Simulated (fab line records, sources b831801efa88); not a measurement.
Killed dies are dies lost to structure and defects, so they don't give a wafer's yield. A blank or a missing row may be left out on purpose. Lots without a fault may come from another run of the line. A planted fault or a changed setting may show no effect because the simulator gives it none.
Which tool did it? | flow sky130 | 12 lots, 36 wafers sampled, at 4 steps of a route of 708

WHAT THE GAUGES READ, wafer by wafer
SKY_VIA1_OVL_MEAS_13. Usual: VIA1_OVL 0 nm, standard deviation 4.6.
lot  | measured     | on         | VIA1_OVL (nm) | flag
L312 | day 34 10:37 | overlay-01 | 3 11 -4       |
L313 | day 34 11:15 | overlay-01 | -11 -5 -3     |
L314 | day 35 01:27 | overlay-01 | 7 -1 3        |
L316 | day 36 07:22 | overlay-01 | -1 -8 -5      |
L317 | day 36 08:08 | overlay-01 | -1 4 3        |
L318 | day 36 10:01 | overlay-01 | -6 -7 -4      |
L319 | day 36 14:52 | overlay-02 | -1 5 2        |
L322 | day 37 23:54 | overlay-02 | 4 1 4         |
L325 | day 38 10:07 | overlay-01 | -2 7 -2       |
L330 | day 39 22:19 | overlay-02 | -3 -1 1       |
L332 | day 40 13:03 | overlay-02 | 0 2 -2        |
L333 | day 42 16:06 | overlay-02 | -5 1 0        |

SKY_METAL2_CD_MEAS_15: target cd 140 nm. Usual: cd_nm 139.5 nm, standard deviation 1.7.
lot  | measured     | on        | cd_nm (nm)        | flag
L312 | day 35 14:41 | cd_sem-01 | 140.0 139.2 139.3 |
L313 | day 35 16:23 | cd_sem-02 | 139.0 135.6 136.8 |
L314 | day 36 05:26 | cd_sem-02 | 140.1 139.3 140.7 |
L316 | day 37 10:56 | cd_sem-02 | 140.4 140.9 140.3 |
L317 | day 37 11:14 | cd_sem-01 | 136.4 136.4 136.5 |
L318 | day 37 13:22 | cd_sem-01 | 138.4 138.7 138.1 |
L319 | day 37 18:13 | cd_sem-02 | 142.3 141.7 139.6 |
L322 | day 39 03:08 | cd_sem-01 | 139.7 141.0 139.9 |
L325 | day 39 12:14 | cd_sem-01 | 140.0 141.5 140.6 |
L330 | day 40 23:54 | cd_sem-01 | 141.4 140.0 139.0 |
L332 | day 41 15:05 | cd_sem-02 | 138.8 137.9 139.1 |
L333 | day 43 16:50 | cd_sem-02 | 140.4 142.2 140.5 |

WHICH TOOL RAN EACH LOT (tool, then ch and the chambers of the sampled wafers, then the start)
lot  | SKY_METAL1_ETCH_18                | SKY_METAL2_SPUTTER_03
L312 | rie_metal-02 ch 0,1, day 33 06:35 | pvd_sputter-04, day 34 12:05
L313 | rie_metal-04 ch 0,1, day 33 07:30 | pvd_sputter-02, day 34 12:44
L314 | rie_metal-03 ch 0,1, day 33 21:49 | pvd_sputter-03, day 35 02:53
L316 | rie_metal-02 ch 0,1, day 35 04:31 | pvd_sputter-04, day 36 08:52
L317 | rie_metal-03 ch 0,1, day 35 04:51 | pvd_sputter-03, day 36 09:34
L318 | rie_metal-02 ch 0,1, day 35 06:41 | pvd_sputter-02, day 36 11:29
L319 | rie_metal-02 ch 0,1, day 35 12:20 | pvd_sputter-04, day 36 16:19
L322 | rie_metal-03 ch 0,1, day 36 20:18 | pvd_sputter-04, day 38 01:20
L325 | rie_metal-02 ch 0,1, day 37 06:21 | pvd_sputter-04, day 38 11:32
L330 | rie_metal-04 ch 0,1, day 38 20:10 | pvd_sputter-04, day 39 23:47
L332 | rie_metal-04 ch 1, day 39 10:38   | pvd_sputter-03, day 40 14:29
L333 | rie_metal-02 ch 0,1, day 41 15:37 | pvd_sputter-04, day 42 17:36
- SKY_METAL1_ETCH_18: etches BARC in N2/H2, stops on SiO2, time 45.9 s, target depth 60 nm.
- SKY_METAL2_SPUTTER_03: material Ti, target thk 5 nm, time 3.3 s.

WHAT THE TOOLS THEMSELVES READ (means of the sampled wafers that have a number; where no wafer has one, the mark that the record gives instead)
SKY_METAL1_ETCH_18. Usual: drypump_motor_current_A 5.8 A, standard deviation 0.38; he_backside_leak_sccm 3.17 sccm, standard deviation 0.15; oes_product_au 0.855 a.u., standard deviation 0.0046; throttle_valve_pct 13.225 %, standard deviation 0.0081.
lot  | tool         | drypump_motor_current_A (A) | he_backside_leak_sccm (sccm) | oes_product_au (a.u.) | throttle_valve_pct (%) | flag
L312 | rie_metal-02 | 5.9                         | 3.12                         | 0.855                 | 13.222                 |
L313 | rie_metal-04 | 5.4                         | 3.14                         | 0.853                 | 13.217                 |
L314 | rie_metal-03 | 6.2                         | 3.29                         | 0.856                 | 13.217                 |
L316 | rie_metal-02 | 5.9                         | 3.10                         | 0.858                 | 13.225                 |
L317 | rie_metal-03 | 6.1                         | 3.24                         | 0.854                 | 13.234                 |
L318 | rie_metal-02 | 6.1                         | 3.03                         | 0.854                 | 13.228                 |
L319 | rie_metal-02 | 5.9                         | 3.16                         | 0.859                 | 13.222                 |
L322 | rie_metal-03 | 6.2                         | 3.28                         | 0.856                 | 13.222                 |
L325 | rie_metal-02 | 5.9                         | 3.25                         | 0.858                 | 13.225                 |
L330 | rie_metal-04 | 5.4                         | 3.33                         | 0.855                 | 13.218                 |
L332 | rie_metal-04 | 5.3                         | 3.03                         | 0.851                 | 13.228                 |
L333 | rie_metal-02 | 5.9                         | 3.22                         | 0.852                 | 13.221                 |

SKY_METAL2_SPUTTER_03. Usual: cathode_dc_power_W 3000.1 W, standard deviation 0.52; throttle_valve_pct 30.4 %, standard deviation 1.2.
lot  | tool           | cathode_dc_power_W (W) | throttle_valve_pct (%) | flag
L312 | pvd_sputter-04 | 2999.9                 | 30.3                   |
L313 | pvd_sputter-02 | 3000.5                 | 30.9                   |
L314 | pvd_sputter-03 | 2999.9                 | 31.2                   |
L316 | pvd_sputter-04 | 3000.2                 | 30.3                   |
L317 | pvd_sputter-03 | 3000.1                 | 31.1                   |
L318 | pvd_sputter-02 | 2999.7                 | 28.7                   |
L319 | pvd_sputter-04 | 2999.9                 | 29.9                   |
L322 | pvd_sputter-04 | 3000.2                 | 30.3                   |
L325 | pvd_sputter-04 | 3248.7                 | 30.2                   | OFF
L330 | pvd_sputter-04 | 3248.7                 | 29.7                   | OFF
L332 | pvd_sputter-03 | 3000.0                 | 32.0                   |
L333 | pvd_sputter-04 | 3000.1                 | 30.0                   |

THE ANSWER, worked out from the rows above alone
Rule: a lot is off if the mean of its wafers that have a number lies more than 3 standard deviations from the usual mean. A lot without any number at a reading at which 4 lots or more have one is off too. The other lots that the step has rows for count as sound. The gauges are gone through in route order, then the tools' own readings, and for those a lot's mean is taken as printed above. The first step at which some lot is off is used, and at that step the reading that is off furthest; a lot without a number counts as furthest.
Off: L325, L330, at SKY_METAL2_SPUTTER_03 (cathode_dc_power_W).
A tool fits if, at that step or a process step before it, it ran every lot that is off, and no sound lot after the first of them. None of those tried fits.

WHAT THE SIMULATOR HAD PUT IN
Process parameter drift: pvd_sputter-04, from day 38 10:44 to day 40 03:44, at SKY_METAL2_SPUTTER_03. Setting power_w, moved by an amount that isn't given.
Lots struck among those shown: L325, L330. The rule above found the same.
